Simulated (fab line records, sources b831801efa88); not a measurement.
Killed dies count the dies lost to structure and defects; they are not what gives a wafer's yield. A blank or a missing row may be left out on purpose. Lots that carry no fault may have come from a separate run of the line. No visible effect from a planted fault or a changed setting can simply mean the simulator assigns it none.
The tool behind it: which one? / flow sky130 / 33 wafers from 11 lots sampled at 3 of the route's 708 steps

## WHAT THE GAUGES SHOWED, per wafer
SKY_VIA1_THK_MEAS_01. Usual: VIA1_HDPCVD_THK gives 1036 nm (standard deviation 9.7).
lot=L949; measured=day 32 21:45; on=film metro-03; VIA1_HDPCVD_THK (nm)=1030 1050 1026; flag=
lot=L950; measured=day 33 06:16; on=film metro-04; VIA1_HDPCVD_THK (nm)=1028 1029 1024; flag=
lot=L952; measured=day 33 23:41; on=film metro-03; VIA1_HDPCVD_THK (nm)=1018 1038 1041; flag=
lot=L951; measured=day 34 00:41; on=film metro-03; VIA1_HDPCVD_THK (nm)=1039 1046 1058; flag=
lot=L953; measured=day 34 11:24; on=film metro-03; VIA1_HDPCVD_THK (nm)=1015 1019 1028; flag=
lot=L956; measured=day 35 05:14; on=film metro-03; VIA1_HDPCVD_THK (nm)=2042 2051 2075; flag=OFF
lot=L957; measured=day 36 00:57; on=film metro-03; VIA1_HDPCVD_THK (nm)=1044 1034 1039; flag=
lot=L967; measured=day 38 23:53; on=film metro-04; VIA1_HDPCVD_THK (nm)=2095 2084 2078; flag=OFF
lot=L969; measured=day 39 05:49; on=film metro-03; VIA1_HDPCVD_THK (nm)=1048 1052 1049; flag=
lot=L970; measured=day 40 00:41; on=film metro-02; VIA1_HDPCVD_THK (nm)=1036 1046 1047; flag=
lot=L972; measured=day 40 16:40; on=film metro-04; VIA1_HDPCVD_THK (nm)=1048 1026 1041; flag=

## WHICH TOOL RAN EACH LOT (tool, then ch and the chambers of the sampled wafers, then the start)
lot=L949; SKY_LOCAL_INTERCONNECT_STRIP_15=plasma asher-01 ch 0,1, day 30 10:26; SKY_VIA1_HDPCVD_00=hdpcvd-02 ch 0,1,2, day 32 21:40
lot=L950; SKY_LOCAL_INTERCONNECT_STRIP_15=plasma asher-02 ch 0,1, day 30 20:16; SKY_VIA1_HDPCVD_00=hdpcvd-01 ch 0,1,2, day 33 06:11
lot=L952; SKY_LOCAL_INTERCONNECT_STRIP_15=plasma asher-03 ch 0,1, day 31 12:10; SKY_VIA1_HDPCVD_00=hdpcvd-02 ch 0,1,2, day 33 23:34
lot=L951; SKY_LOCAL_INTERCONNECT_STRIP_15=plasma asher-01 ch 0,1, day 31 14:04; SKY_VIA1_HDPCVD_00=hdpcvd-01 ch 0,1, day 34 00:34
lot=L953; SKY_LOCAL_INTERCONNECT_STRIP_15=plasma asher-03 ch 0,1, day 32 01:26; SKY_VIA1_HDPCVD_00=hdpcvd-02 ch 0,2, day 34 11:16
lot=L956; SKY_LOCAL_INTERCONNECT_STRIP_15=plasma asher-03 ch 0,1, day 32 19:13; SKY_VIA1_HDPCVD_00=hdpcvd-02 ch 1,2, day 35 04:49
lot=L957; SKY_LOCAL_INTERCONNECT_STRIP_15=plasma asher-02 ch 0,1, day 33 15:59; SKY_VIA1_HDPCVD_00=hdpcvd-02 ch 0,1, day 36 00:49
lot=L967; SKY_LOCAL_INTERCONNECT_STRIP_15=plasma asher-02 ch 0,1, day 36 15:39; SKY_VIA1_HDPCVD_00=hdpcvd-01 ch 1,2, day 38 23:30
lot=L969; SKY_LOCAL_INTERCONNECT_STRIP_15=plasma asher-02 ch 0,1, day 36 22:40; SKY_VIA1_HDPCVD_00=hdpcvd-01 ch 0,2, day 39 05:43
lot=L970; SKY_LOCAL_INTERCONNECT_STRIP_15=plasma asher-02 ch 0,1, day 37 17:46; SKY_VIA1_HDPCVD_00=hdpcvd-01 ch 1,2, day 40 00:34
lot=L972; SKY_LOCAL_INTERCONNECT_STRIP_15=plasma asher-03 ch 0,1, day 38 09:08; SKY_VIA1_HDPCVD_00=hdpcvd-02 ch 0,2, day 40 16:33
- SKY_LOCAL_INTERCONNECT_STRIP_15: strips in O2/N2.
- SKY_VIA1_HDPCVD_00: deposits SiO2, target thk 1030 nm, time 171.7 s.

## WHAT THE TOOLS THEMSELVES READ (means of the sampled wafers that have a number; where no wafer has one, the mark that the record gives instead)
SKY_LOCAL_INTERCONNECT_STRIP_15. Usual: drypump motor current A 5.9 A, standard deviation 0.31; o2 flow sccm 3000 sccm, standard deviation 8; oes product au 0.427 a.u., standard deviation 0.0046; strip time to endpoint s 4.716 s, standard deviation 0.02.
lot=L949; tool=plasma asher-01; drypump motor current A (A)=5.8; o2 flow sccm (sccm)=2991; oes product au (a.u.)=0.426; strip time to endpoint s (s)=4.721; flag=
lot=L950; tool=plasma asher-02; drypump motor current A (A)=6.2; o2 flow sccm (sccm)=3000; oes product au (a.u.)=0.426; strip time to endpoint s (s)=4.696; flag=
lot=L952; tool=plasma asher-03; drypump motor current A (A)=5.9; o2 flow sccm (sccm)=2998; oes product au (a.u.)=0.430; strip time to endpoint s (s)=4.700; flag=
lot=L951; tool=plasma asher-01; drypump motor current A (A)=5.8; o2 flow sccm (sccm)=3000; oes product au (a.u.)=0.424; strip time to endpoint s (s)=4.723; flag=
lot=L953; tool=plasma asher-03; drypump motor current A (A)=5.9; o2 flow sccm (sccm)=3000; oes product au (a.u.)=0.425; strip time to endpoint s (s)=4.705; flag=
lot=L956; tool=plasma asher-03; drypump motor current A (A)=5.9; o2 flow sccm (sccm)=2992; oes product au (a.u.)=0.428; strip time to endpoint s (s)=4.681; flag=
lot=L957; tool=plasma asher-02; drypump motor current A (A)=6.0; o2 flow sccm (sccm)=2996; oes product au (a.u.)=0.431; strip time to endpoint s (s)=4.741; flag=
lot=L967; tool=plasma asher-02; drypump motor current A (A)=6.0; o2 flow sccm (sccm)=3004; oes product au (a.u.)=0.422; strip time to endpoint s (s)=4.727; flag=
lot=L969; tool=plasma asher-02; drypump motor current A (A)=6.1; o2 flow sccm (sccm)=3002; oes product au (a.u.)=0.421; strip time to endpoint s (s)=4.711; flag=
lot=L970; tool=plasma asher-02; drypump motor current A (A)=6.1; o2 flow sccm (sccm)=2999; oes product au (a.u.)=0.427; strip time to endpoint s (s)=4.727; flag=
lot=L972; tool=plasma asher-03; drypump motor current A (A)=5.6; o2 flow sccm (sccm)=3006; oes product au (a.u.)=0.428; strip time to endpoint s (s)=4.730; flag=

## THE ANSWER, worked out from the rows above alone
Rule: a lot is off if the mean of its wafers that have a number lies more than 3 standard deviations from the usual mean. A lot without any number at a reading at which 4 lots or more have one is off too. All remaining lots with rows at the step are treated as sound. Order of review: gauges by route order, followed by the tools' own readings, for which a lot's mean as printed above is used. The first step at which some lot is off is used, and at that step the reading that is off furthest; a lot without a number counts as furthest.
Off: at SKY_VIA1_THK_MEAS_01 (VIA1_HDPCVD_THK), L956, L967.
A tool fits if, at a process step before that reading, it ran every lot that is off, and no sound lot after the first of them. Those tools and the gauges at SKY_VIA1_THK_MEAS_01 are tried in the same way. Not one of the candidates tried fits.

## WHAT THE SIMULATOR HAD INSERTED
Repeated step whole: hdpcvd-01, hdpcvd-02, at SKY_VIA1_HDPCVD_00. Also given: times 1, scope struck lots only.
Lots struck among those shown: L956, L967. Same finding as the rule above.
